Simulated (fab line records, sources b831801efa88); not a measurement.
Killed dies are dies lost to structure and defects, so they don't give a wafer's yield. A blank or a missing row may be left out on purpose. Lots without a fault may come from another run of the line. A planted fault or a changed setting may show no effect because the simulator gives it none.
Problem report in the 8D (eight disciplines) form, filled by code | flow gf180mcu | the parts of the form that need people (team, actions taken, sign-off) are left out

1. THE PROBLEM
HV_LDD_CVD_56_THK at GF_HV_LDD_THK_MEAS_57 reads a mean of 104.2 nm on 6 wafers of 2 lots; wafers without a fault read 90.2 nm with a standard deviation of 0.98. That is +14 standard deviations from the usual mean.
First seen on wafer L363.3, day 14 12:22, on film_metro-04. The record holds 36 wafers of 12 lots with a number at this step. Rule for "out", or "out of limits": more than 4 standard deviations from the usual mean. The other wafers with a number count as sound.

2. WHAT IT IS AND WHAT IT IS NOT
question                    | is                           | is not
which readings at this step | HV_LDD_CVD_56_THK            | -
which lots                  | L363, L364                   | L358, L359, L360, L365, L373, L375, L376, L378, L380, L381
which wafers of those lots  | all that have a number       | -
read on which gauges        | film_metro-01, film_metro-04 | film_metro-03
when                        | from day 14 12:22            | up to then (9 sound wafers); but 21 sound wafers of L365, L373, L375, L376, L378, L380, L381 came after

3. SUSPECTS, AND WHAT RULES EACH OUT
Counting: a tool at a process step up to the reading stays a suspect if it ran every lot that is out and no sound lot after the first of them.
- the gauge at GF_HV_LDD_THK_MEAS_57: ruled out. The wafers that are out were read on 2 gauges (film_metro-01, film_metro-04).
- lpcvd-01 at GF_HV_LDD_CVD_56 (deposits Si3N4 from DCS/NH3, target thk 90 nm, time 1543 s): ruled out as a lasting fault. Sound lots L373, L376, L378, L380, L381 ran on it after its first lot that is out, L363 (day 14 10:12).
Left after counting: nothing in the record.

4. THE CAUSE (what the simulator had put in)
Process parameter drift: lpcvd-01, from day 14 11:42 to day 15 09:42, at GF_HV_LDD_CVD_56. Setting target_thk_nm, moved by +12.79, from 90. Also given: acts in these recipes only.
Counting ruled it out, wrongly: the rule takes a fault to strike every lot that its tool runs from its start on, and this one did not.

5. THE CHAIN OF EFFECTS, in route order
Each row: a reading whose mean over the struck wafers that have a number lies more than 3 standard deviations from the usual. Only readings for which the record gives a usual standard deviation are gone through. hours: the time from each lot's start at the first step in this table that gives one to its start at this step, as a median over the lots. sigmas: the change in usual standard deviations.
hours | step                  | reading           | usual      | on struck wafers | change | sigmas
0     | GF_HV_LDD_THK_MEAS_57 | HV_LDD_CVD_56_THK | 90.2 nm    | 104.2            | +14.0  | +14
0     | GF_HV_LDD_ETCHBACK_58 | oes_product_au    | 0.844 a.u. | 0.919            | +0.075 | +10
The process steps in it:
- GF_HV_LDD_ETCHBACK_58: etches Si3N4 in CH3F/O2, stops on SiO2, time 100 s, target depth 90 nm.

6. WHAT WOULD HAVE CAUGHT IT SOONER
In this record the first reading out of limits at a measuring or inspecting step was taken at day 14 12:22, 1 hour after the fault began at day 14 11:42.
Of the tool readings at GF_HV_LDD_CVD_56 for which the record gives a usual standard deviation, none was out on any struck wafer, so an alarm limit of 4 standard deviations on them would not have fired.
